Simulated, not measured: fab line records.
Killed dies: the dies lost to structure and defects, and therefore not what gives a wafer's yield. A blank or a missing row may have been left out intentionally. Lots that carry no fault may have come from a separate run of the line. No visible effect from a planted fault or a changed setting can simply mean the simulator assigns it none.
A lot that was struck, set against a sound lot || flow sky130 || 32 steps out of a route of 708
Sound: these wafers, L674.3, L674.4, L674.6. Struck: wafers L660.1, L660.5, L660.6. The cause is given at the end.
Per side, at each step with rows, come the tool, then ch with its chambers, and then its first start. Under that, the readings that differ: sound wafers || struck wafers || difference of the means || sigmas: that difference in standard deviations of wafers without a fault.
alike: readings whose means differ by less than 2 such deviations, and words and numbers that are the same on both sides. not compared: withheld readings, readings that some wafer has no value for, bounds like >300 that may hide the same value, and numbers for which the record gives no deviation and whose values overlap.
Wherever a step has rows on one side only, a row that says differs or no value, or a row with sigmas, the two part there. Numbers that don't overlap but have no deviation are shown without sigmas and don't part them. Lack of a reading on every wafer of one side parts them only where that side has two or more wafers.

SKY_PWDE_OVL_MEAS_07:
  sound on overlay-01, day 7 17:56; struck on overlay-02, day 4 08:43
  alike: PWDE_OVL
following that, these wafers have no rows for 1 step: SKY_PWDE_IMPLANT_08.
SKY_PWDE_STRIP_09: strips in O2/N2.
  sound on plasma asher-03 ch 0,1, day 7 18:08; struck on plasma asher-03 ch 0,1, day 4 08:54
{"reading": "strip time to endpoint s (s)", "sound": "36.89 36.85 36.83", "struck": "36.94 37.13 37.08", "difference": "+0.19", "sigmas": "+2"}
  alike: drypump motor current A, oes product au
  not compared: rf hours counter h
SKY_PWDE_TW_MEAS_10:
  sound on film metro-03, day 7 18:14; struck on film metro-02, day 4 09:00
  alike: PWDE_TW
then, 7 steps without rows for these wafers: SKY_NWELL_DEHYDRATE_03 (time 60 s); SKY_NWELL_HMDS_04 (prime time 60 s); SKY_NWELL_COAT_05 (resist thk 3000 nm); SKY_NWELL_SOFTBAKE_06; SKY_NWELL_EXPOSE_07 (exposes mask NWM, target cd 840 nm); SKY_NWELL_PEB_08; SKY_NWELL_DEVELOP_09 (develop time 60 s).
SKY_NWELL_OVL_MEAS_10:
  sound on overlay-02, day 8 13:41; struck on overlay-01, day 5 02:35
  alike: NWELL_00_OVL
SKY_NWELL_IMPLANT_11:
  sound on implanter-02 ch 0, day 8 13:46; struck on implanter-01 ch 0, day 5 02:56
then, 2 steps without rows for these wafers: SKY_NWELL_IMPLANT_12; SKY_NWELL_IMPLANT_13.
SKY_NWELL_STRIP_14: strips in O2/N2.
  sound on plasma asher-04 ch 0,1, day 8 14:11; struck on plasma asher-04 ch 0,1, day 5 03:23
  alike: drypump motor current A, oes product au, strip time to endpoint s
  not compared: rf hours counter h
SKY_NWELL_TW_MEAS_15:
  sound on film metro-03, day 8 14:17; struck on film metro-04, day 5 03:29
{"reading": "NWELL_TW", "sound": "1835 1831 1835", "struck": "2278 2267 2278", "difference": "+441", "sigmas": "+40"}
then, 7 steps without rows for these wafers: SKY_NWELL_DEHYDRATE_16 (time 60 s); SKY_NWELL_HMDS_17 (prime time 60 s); SKY_NWELL_COAT_18 (resist thk 3000 nm); SKY_NWELL_SOFTBAKE_19; SKY_NWELL_EXPOSE_20 (exposes mask NWM COMPLEMENT, target cd 840 nm); SKY_NWELL_PEB_21; SKY_NWELL_DEVELOP_22 (develop time 60 s).
SKY_NWELL_OVL_MEAS_23:
  sound on overlay-01, day 9 11:56; struck on overlay-02, day 5 21:08
  alike: NWELL_01_OVL
following that, these wafers have no rows for 1 step: SKY_NWELL_IMPLANT_24.
SKY_NWELL_STRIP_25: strips in O2/N2.
  sound on plasma asher-04 ch 0,1, day 9 12:08; struck on plasma asher-04 ch 0,1, day 5 21:19
  alike: drypump motor current A, oes product au, strip time to endpoint s
  not compared: rf hours counter h
SKY_NWELL_TW_MEAS_26:
  sound on film metro-04, day 9 12:14; struck on film metro-02, day 5 21:25
{"reading": "NWELL_2_TW", "sound": "501 500 500", "struck": "491 493 493", "difference": -8, "sigmas": -3}
then, 1 step without rows for these wafers: SKY_NWELL_CLEAN_27 (cleans in SC1/SC2, time 150 s).
SKY_NWELL_RTA_28: time 30 s.
  sound on rtp anneal-01 ch 0, day 9 12:22; struck on rtp anneal-02 ch 0, day 5 21:32
  alike: lamp power pct, wafer_temp_C_max
SKY_NWELL_RS_MEAS_29: uses a four-point probe to measure.
  sound on film metro-03, day 9 12:28; struck on film metro-03, day 5 21:38
{"reading": "NWELL_RS (ohm/sq)", "sound": "621.1 621.5 621.9", "struck": "431.8 432.0 432.0", "difference": -189.6, "sigmas": "-99 or more"}
-- the record jumps here: 40 days lie between the struck wafers' starts before and after (it left off in module NWELL and takes up again in module PAD_OPEN, whose first step shown is number 708 of the route) --
SKY_PAD_OPEN_PROBE_99:
  sound on prober-02, day 49 19:49; struck on prober-01, day 46 07:24
{"reading": "model.etest.nfet_16v.r on ohm um", "sound": "1.406e+04 1.407e+04 1.408e+04", "struck": "1.248e+04 1.233e+04 1.253e+04", "difference": -1.623e+03, "sigmas": ""}
{"reading": "model.etest.pfet_16v.r on ohm um", "sound": "1.522e+04 1.588e+04 1.542e+04", "struck": "1.675e+04 1.66e+04 1.631e+04", "difference": "+1.047e+03", "sigmas": ""}
{"reading": "model.etest.res nwell.line ohm um", "sound": "1199 1248 1222", "struck": "690.9 686.5 685.2", "difference": -535.5, "sigmas": ""}
{"reading": "model.etest.res nwell.rs ohm sq", "sound": "1011 1051 1024", "struck": "617.4 616.5 599.7", "difference": -417.5, "sigmas": ""}
{"reading": "model.etest.pfet g5v0d10v5.r on ohm um", "sound": "4749 4806 4768", "struck": "4952 4941 4974", "difference": "+181", "sigmas": ""}
{"reading": "model.etest.tip_p_5v.rs ohm sq", "sound": "2871 2876 2876", "struck": "2966 2988 3004", "difference": "+112", "sigmas": ""}
{"reading": "model.etest.res nwell.width nm (nm)", "sound": "842.2 850.2 843.3", "struck": "890.8 894.8 892.4", "difference": "+47.4", "sigmas": ""}
{"reading": "model.etest.res iso pwell.width nm (nm)", "sound": "2657 2655 2647", "struck": "2576 2578 2571", "difference": -78, "sigmas": ""}
  alike: killed_at_M0_to_M3, killed_at_M4_up, killed at contacts, killed at front end, killed at other, killed dies, killed open, killed short

## WHERE THEY PART
Last at SKY_NWELL_RS_MEAS_29 as far as this record goes, first at SKY_PWDE_STRIP_09. Later steps at which nothing parts them and some readings are alike: SKY_PAD_OPEN_PROBE_99.

WHY: the cause the simulator had injected
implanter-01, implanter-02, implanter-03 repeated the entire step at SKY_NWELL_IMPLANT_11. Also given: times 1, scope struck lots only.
